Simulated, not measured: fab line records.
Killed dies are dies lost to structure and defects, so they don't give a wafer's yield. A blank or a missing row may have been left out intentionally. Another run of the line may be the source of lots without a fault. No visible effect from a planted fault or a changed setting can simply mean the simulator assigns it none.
A lot that was struck, set against a sound lot -- flow sky130 -- 17 out of 708 route steps
Sound: these wafers, L143.2, L143.5, L143.6. The struck wafers were L136.2, L136.4, L136.6. The cause is given at the end.
Per side, at each step with rows, come the tool, then ch with its chambers, and then its first start. Under that, the readings that differ: sound wafers -- struck wafers -- difference of the means -- sigmas: that difference in standard deviations of wafers without a fault.
alike: a reading whose means differ by less than 2 such deviations, as well as words and numbers matching on both sides. not compared: withheld readings; readings where some wafer has no value; bounds like >300 that might hide an equal value; numbers whose values overlap and for which the record gives no deviation.
Wherever a step has rows on one side only, a row that says differs or no value, or a row with sigmas, the two part there. Numbers that have no deviation but don't overlap get no sigmas and don't part them. A reading missing from all wafers of one side parts the sides only when that side holds two or more wafers.

SKY_VT_ADJUST_HVTR_OVL_MEAS_08:
  struck on overlay-02, day 13 13:44; sound on overlay-01, day 15 22:02
reading,sound,struck,difference,sigmas
VT_ADJUST_HVTR_OVL (nm),-1.6 -2.0 -0.2,3.1 2.7 1.4,+3.7,+2
next, for these wafers, 1 step has no rows: SKY_VT_ADJUST_HVTR_IMPLANT_09.
SKY_VT_ADJUST_HVTR_STRIP_10: strips in O2/N2.
  sound on plasma-asher-02 ch 0,1, day 15 22:13; struck on plasma-asher-02 ch 0,1, day 13 13:55
  alike: drypump-motor-current-A, oes-product-au, strip-time-to-endpoint-s
  not compared: rf-hours-counter-h
SKY_VT_ADJUST_HVTR_TW_MEAS_11:
  struck on film-metro-03, day 13 14:02; sound on film-metro-01, day 15 22:20
  alike: VT_ADJUST_HVTR_TW
then, 7 steps without rows for these wafers: SKY_VT_ADJUST_PCH_DEHYDRATE_00 (time 60 s); SKY_VT_ADJUST_PCH_HMDS_01 (prime time 60 s); SKY_VT_ADJUST_PCH_COAT_02 (resist thk 3000 nm); SKY_VT_ADJUST_PCH_SOFTBAKE_03; SKY_VT_ADJUST_PCH_EXPOSE_04 (exposes mask NWM, target cd 840 nm); SKY_VT_ADJUST_PCH_PEB_05; SKY_VT_ADJUST_PCH_DEVELOP_06 (develop time 60 s).
SKY_VT_ADJUST_PCH_OVL_MEAS_07:
  struck on overlay-02, day 14 16:39; sound on overlay-01, day 17 01:58
  alike: VT_ADJUST_PCH_OVL
SKY_VT_ADJUST_PCH_IMPLANT_08:
  sound on implanter-01 ch 0, day 17 02:02; struck on implanter-02 ch 0, day 14 16:42
reading,sound,struck,difference,sigmas
dose-ions-cm2,4.997e+11 5.001e+11 4.997e+11,9.158e+11 9.164e+11 9.164e+11,+4.164e+11,+99 or more
end-station-pressure-torr (Torr),5.58e-06 5.46e-06 5.34e-06,4.49e-06 4.8e-06 4.42e-06,-8.90e-07,-3
faraday-current-uA,2.88 2.88 2.83,5.12 4.90 5.04,+2.16,+39
SKY_VT_ADJUST_PCH_STRIP_09: strips in O2/N2.
  sound on plasma-asher-02 ch 0,1, day 17 02:09; struck on plasma-asher-03 ch 0, day 14 16:50
  alike: drypump-motor-current-A, oes-product-au, strip-time-to-endpoint-s
  not compared: rf-hours-counter-h
SKY_VT_ADJUST_PCH_TW_MEAS_10:
  struck on film-metro-02, day 14 16:56; sound on film-metro-02, day 17 02:16
reading,sound,struck,difference,sigmas
VT_ADJUST_PCH_TW,144.4 144.6 145.4,170.6 170.7 170.5,+25.8,+14
then, 1 step without rows for these wafers: SKY_SONOS_TUNNEL_DEHYDRATE_00 (time 60 s).
-- a jump in the record: the struck wafers' starts before and after are 35 days apart (it breaks off in module SONOS_TUNNEL and resumes in module PAD_OPEN, where the first step shown is number 708 of the route) --
SKY_PAD_OPEN_PROBE_99:
  struck on prober-01, day 50 01:43; sound on prober-02, day 51 10:07
reading,sound,struck,difference,sigmas
model.etest.pfet-g5v0d10v5.r-on-ohm-um,4594 4693 4695,4505 4477 4492,-169,
model.etest.tip-p.rs-ohm-sq,6848 6914 6858,6932 6915 6953,+60,
model.etest.tip_p_5v.rs-ohm-sq,2817 2841 2862,2805 2799 2810,-35,
model.etest.pfet-g5v0d10v5.drive-ua-um,357.9 345.6 348.3,363.9 369.7 363.5,+15.1,
model.etest.pfet_01v8_lvt.drive-ua-um,178.4 179.8 174.4,188.6 188.4 193.4,+12.6,
model.etest.pfet_16v.drive-ua-um,252.8 249.2 246.9,264.2 267.7 266.8,+16.6,
  alike: killed_at_M0_to_M3, killed_at_M4_up, killed-at-contacts, killed-at-front-end, killed-at-other, killed-dies, killed-open, killed-short
  not compared: model.etest.nfet_16v.r-on-ohm-um, model.etest.pfet_01v8.drive-ua-um

WHERE THEY PART
Earliest at SKY_VT_ADJUST_HVTR_OVL_MEAS_08; latest, in this record, at SKY_VT_ADJUST_PCH_TW_MEAS_10. Later steps at which nothing parts them and some readings are alike: SKY_PAD_OPEN_PROBE_99.

WHY: what the simulator had put in
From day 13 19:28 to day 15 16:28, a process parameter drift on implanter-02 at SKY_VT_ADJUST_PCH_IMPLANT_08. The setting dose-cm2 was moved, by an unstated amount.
